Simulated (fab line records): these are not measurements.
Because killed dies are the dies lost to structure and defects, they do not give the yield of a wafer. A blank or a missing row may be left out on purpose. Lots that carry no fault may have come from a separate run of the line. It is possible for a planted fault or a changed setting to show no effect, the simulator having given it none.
Comparing a struck lot with a sound one -- flow gf180mcu -- 16 out of 602 route steps
Sound: wafers L134.1, L134.3, L134.4. Struck: wafer L143.1 (left out: L143.2, a lot-mate that was not struck); the cause follows at the end.
Each step with rows lists, per side, the tool, then ch with its chambers, then its first start. Under that, the readings that differ: sound wafers -- struck wafers -- difference of the means -- sigmas: that difference in standard deviations of wafers without a fault.
alike: words and numbers the same on both sides, and readings whose means are apart by under 2 such deviations; not compared: readings that were withheld, readings missing a value for some wafer, numbers with overlapping values and no deviation given by the record, and bounds like >300 which may hide the same value.
A row with sigmas, a row that says differs or no value, or rows on one side alone: a step with any of these is where the two part. When numbers do not overlap yet have no deviation, they are printed without sigmas and do not part them. A reading missing from all wafers of one side parts the sides only when that side holds two or more wafers.

first, 1 step without rows for these wafers: GF_STI_DEVELOP_11 (develop time 60 s).
GF_STI_CD_MEAS_12: the cd target is 220 nm.
  sound: cdSem-01 at day 2 07:50; struck: cdSem-01 at day 4 05:53
reading,sound,struck,difference,sigmas
cdNm (nm),222.0 221.5 221.0,218.2,-3.3,-2
GF_STI_ETCH_13: etches the open film in CHF3/O2, stops on Si, target depth 282.31 nm, time 112.9 s.
  sound on rieDiel-01 ch 0,1,3, day 2 07:58; struck on rieDiel-04 ch 2, day 4 06:00
reading,sound,struck,difference,sigmas
rfHoursCounterH (h),22 10 143,166,+108,
  alike: drypumpMotorCurrentA, oesProductAu, rfFwdPowerW, throttleValvePct
GF_STI_ETCH_14: etches Si in HBr/Cl2/O2, target depth 360 nm, time 102.9 s.
  sound on rieSi-02 ch 0,2,3, day 2 08:02; struck on rieSi-01 ch 3, day 4 06:05
reading,sound,struck,difference,sigmas
rfHoursCounterH (h),84 3 1,107,+78,
  alike: drypumpMotorCurrentA, heBacksideLeakSccm, oesProductAu, rfFwdPowerW, throttleValvePct
GF_STI_STRIP_15: strips in O2/N2.
  sound on plasmaAsher-01 ch 0,1, day 2 08:07; struck on plasmaAsher-02 ch 0, day 4 06:10
  alike: drypumpMotorCurrentA, heaterPowerW, oesProductAu, stripTimeToEndpointS
  not compared: rfHoursCounterH
then, 6 steps without rows for these wafers: GF_STI_CLEAN_16 (cleans in dHF, time 25 s); GF_STI_WET_ETCH_17 (etches Si3N4 in H3PO4, target depth 45 nm, time 514 s); GF_STI_CLEAN_18 (cleans in SC1/SC2, time 150 s); GF_STI_CLEAN_19 (cleans in dHF, time 20 s); GF_STI_WET_ETCH_20 (etches SiO2 in dHF, target depth 20 nm, time 400 s); GF_STI_OXIDATION_21 (stabilise 600 s, purge 300 s, target thk 15 nm).
GF_STI_THK_MEAS_22:
  sound: filmMetro-02 at day 2 10:05; struck: filmMetro-04 at day 4 08:04
  alike: STI_OXIDATION_01_THK
GF_STI_CVD_23: deposits SiO2, target thk 650 nm, time 108.3 s.
  sound on hdpcvd-02 ch 0,1,2, day 2 10:09; struck on hdpcvd-01 ch 0, day 4 08:07
reading,sound,struck,difference,sigmas
model.SiO2_of_STI_CVD_23.thkNm (nm),641.1 659.5 657.9,582.2,-70.6,
GF_STI_THK_MEAS_24:
  sound: filmMetro-03 at day 2 10:13; struck: filmMetro-04 at day 4 08:12
reading,sound,struck,difference,sigmas
STI_CVD_23_THK (nm),641 659 658,582,-71,-12
GF_STI_CMP_25: polishes, stops on Si3N4, t overpolish 33 s, target thk 524.6 nm.
  sound on cmp-01 ch 1,2,3, day 2 10:17; struck on cmp-01 ch 0, day 4 08:16
reading,sound,struck,difference,sigmas
timeToEndpointS (s),125 130 131,115,-14,-3
  alike: headPressurePsi, motorCurrentA, slurryFilterDpKPa
following that, these wafers have no rows for 1 step: GF_PASSIVATION_PROBE_99.

== WHERE THEY PART ==
Earliest at GF_STI_CD_MEAS_12; latest, in this record, at GF_STI_CMP_25.

WHY: the cause the simulator had injected
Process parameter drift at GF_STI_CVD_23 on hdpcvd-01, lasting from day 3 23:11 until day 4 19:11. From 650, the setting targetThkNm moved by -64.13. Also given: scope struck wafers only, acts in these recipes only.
